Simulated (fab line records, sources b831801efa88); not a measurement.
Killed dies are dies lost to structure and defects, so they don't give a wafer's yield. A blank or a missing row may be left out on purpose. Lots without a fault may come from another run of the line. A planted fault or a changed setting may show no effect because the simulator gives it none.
Which tool did it? | flow gf180mcu | 12 lots, 36 wafers sampled, at 3 steps of a route of 602

WHAT THE GAUGES READ, wafer by wafer
GF_DUAL_GATE_THK_MEAS_03. Usual: DUAL_GATE_OXIDATION_00_THK 10.85 nm, standard deviation 0.22.
lot  | measured     | on            | DUAL_GATE_OXIDATION_00_THK (nm) | flag
L727 | day 8 04:21  | film_metro-03 | 10.80 10.92 10.94               |
L728 | day 8 11:20  | film_metro-02 | 10.62 10.67 10.57               |
L729 | day 8 18:07  | film_metro-01 | 10.88 11.07 10.95               |
L730 | day 8 21:40  | film_metro-02 | 11.13 10.95 11.04               |
L732 | day 9 07:52  | film_metro-01 | 11.08 11.09 11.02               |
L734 | day 10 00:12 | film_metro-03 | 9.78 9.77 9.84                  | OFF
L735 | day 10 12:01 | film_metro-03 | 10.91 10.81 10.85               |
L736 | day 10 13:22 | film_metro-01 | 9.61 9.58 9.70                  | OFF
L745 | day 13 01:55 | film_metro-03 | 10.78 10.93 10.91               |
L746 | day 13 07:17 | film_metro-02 | 10.90 10.89 11.01               |
L747 | day 13 15:00 | film_metro-03 | 11.21 11.09 11.02               |
L749 | day 14 03:08 | film_metro-02 | 11.03 11.02 11.08               |

GF_V2_CD_MEAS_14: target cd 260 nm. Usual: cd_nm 260.1 nm, standard deviation 1.2.
lot  | measured     | on        | cd_nm (nm)        | flag
L727 | day 21 00:20 | cd_sem-02 | 260.7 262.5 262.0 |
L728 | day 21 12:14 | cd_sem-01 | 260.1 261.5 260.7 |
L729 | day 21 18:45 | cd_sem-02 | 261.0 262.1 261.6 |
L730 | day 21 23:41 | cd_sem-01 | 259.0 259.7 260.5 |
L732 | day 22 15:37 | cd_sem-01 | 261.7 260.4 260.9 |
L734 | day 23 11:19 | cd_sem-01 | 257.4 259.5 258.9 |
L735 | day 24 05:38 | cd_sem-01 | 259.1 260.5 260.1 |
L736 | day 24 07:51 | cd_sem-02 | 260.4 259.6 260.3 |
L745 | day 27 02:16 | cd_sem-02 | 258.5 258.2 258.5 |
L746 | day 27 04:31 | cd_sem-02 | 259.0 259.6 259.6 |
L747 | day 27 11:32 | cd_sem-01 | 259.9 261.4 260.8 |
L749 | day 27 23:38 | cd_sem-02 | 258.5 259.4 259.4 |

WHICH TOOL RAN EACH LOT (tool, then ch and the chambers of the sampled wafers, then the start)
lot  | GF_DUAL_GATE_OXIDATION_02
L727 | furnace-01 ch 0, day 8 02:55
L728 | furnace-01 ch 0, day 8 09:53
L729 | furnace-02 ch 0, day 8 16:40
L730 | furnace-02 ch 0, day 8 20:13
L732 | furnace-01 ch 0, day 9 06:26
L734 | furnace-02 ch 0, day 9 22:44
L735 | furnace-01 ch 0, day 10 10:34
L736 | furnace-02 ch 0, day 10 11:55
L745 | furnace-02 ch 0, day 13 00:28
L746 | furnace-02 ch 0, day 13 05:50
L747 | furnace-02 ch 0, day 13 13:34
L749 | furnace-02 ch 0, day 14 01:41
- GF_DUAL_GATE_OXIDATION_02: stabilise 600 s, purge 300 s, target thk 10.887 nm.

WHAT THE TOOLS THEMSELVES READ (means of the sampled wafers that have a number; where no wafer has one, the mark that the record gives instead)
GF_DUAL_GATE_OXIDATION_02. Usual: spike_tc_bottom_C 916.2 C, standard deviation 1.2; spike_tc_centre_C 901.3 C, standard deviation 0.94; spike_tc_lower_C 900.4 C, standard deviation 1.1; spike_tc_top_C 912.0 C, standard deviation 1.1; spike_tc_upper_C 900.2 C, standard deviation 1.7; tube_center_temp_C 900.01 C, standard deviation 0.088; tube_center_temp_C_max 902.4, standard deviation 0.37.
lot  | tool       | spike_tc_bottom_C (C) | spike_tc_centre_C (C) | spike_tc_lower_C (C) | spike_tc_top_C (C) | spike_tc_upper_C (C) | tube_center_temp_C (C) | tube_center_temp_C_max | flag
L727 | furnace-01 | 914.7                 | 901.5                 | 899.3                | 913.9              | 898.5                | 900.02                 | 902.4                  |
L728 | furnace-01 | 914.5                 | 901.3                 | 899.8                | 912.4              | 898.5                | 900.06                 | 902.1                  |
L729 | furnace-02 | 917.1                 | 900.4                 | 900.1                | 911.9              | 901.8                | 900.04                 | 902.4                  |
L730 | furnace-02 | 917.2                 | 902.3                 | 900.4                | 912.2              | 901.7                | 900.00                 | 902.1                  |
L732 | furnace-01 | 916.2                 | 901.5                 | 899.5                | 913.4              | 898.3                | 900.02                 | 902.4                  |
L734 | furnace-02 | 908.3                 | 892.2                 | 892.6                | 903.6              | 892.6                | 891.47                 | 893.8                  | OFF
L735 | furnace-01 | 914.8                 | 901.8                 | 899.7                | 912.8              | 898.6                | 900.03                 | 902.1                  |
L736 | furnace-02 | 909.1                 | 892.5                 | 893.0                | 903.0              | 893.2                | 891.40                 | 893.7                  | OFF
L745 | furnace-02 | 916.3                 | 900.8                 | 901.2                | 911.4              | 901.5                | 899.97                 | 902.5                  |
L746 | furnace-02 | 916.0                 | 901.0                 | 900.2                | 912.2              | 900.6                | 900.03                 | 903.0                  |
L747 | furnace-02 | 916.6                 | 901.8                 | 900.8                | 912.4              | 900.9                | 900.09                 | 902.4                  |
L749 | furnace-02 | 916.9                 | 902.4                 | 900.8                | 911.5              | 901.2                | 900.02                 | 902.4                  |

THE ANSWER, worked out from the rows above alone
Rule: a lot is off if the mean of its wafers that have a number lies more than 3 standard deviations from the usual mean. A lot without any number at a reading at which 4 lots or more have one is off too. The other lots that the step has rows for count as sound. The gauges are gone through in route order, then the tools' own readings, and for those a lot's mean is taken as printed above. The first step at which some lot is off is used, and at that step the reading that is off furthest; a lot without a number counts as furthest.
Off: L734, L736, at GF_DUAL_GATE_THK_MEAS_03 (DUAL_GATE_OXIDATION_00_THK).
A tool fits if, at a process step before that reading, it ran every lot that is off, and no sound lot after the first of them. The gauges at GF_DUAL_GATE_THK_MEAS_03 aren't tried: what is off there is off at GF_DUAL_GATE_OXIDATION_02 too, on other tools, and a gauge's error can't cause that. None of those tried fits.

WHAT THE SIMULATOR HAD PUT IN
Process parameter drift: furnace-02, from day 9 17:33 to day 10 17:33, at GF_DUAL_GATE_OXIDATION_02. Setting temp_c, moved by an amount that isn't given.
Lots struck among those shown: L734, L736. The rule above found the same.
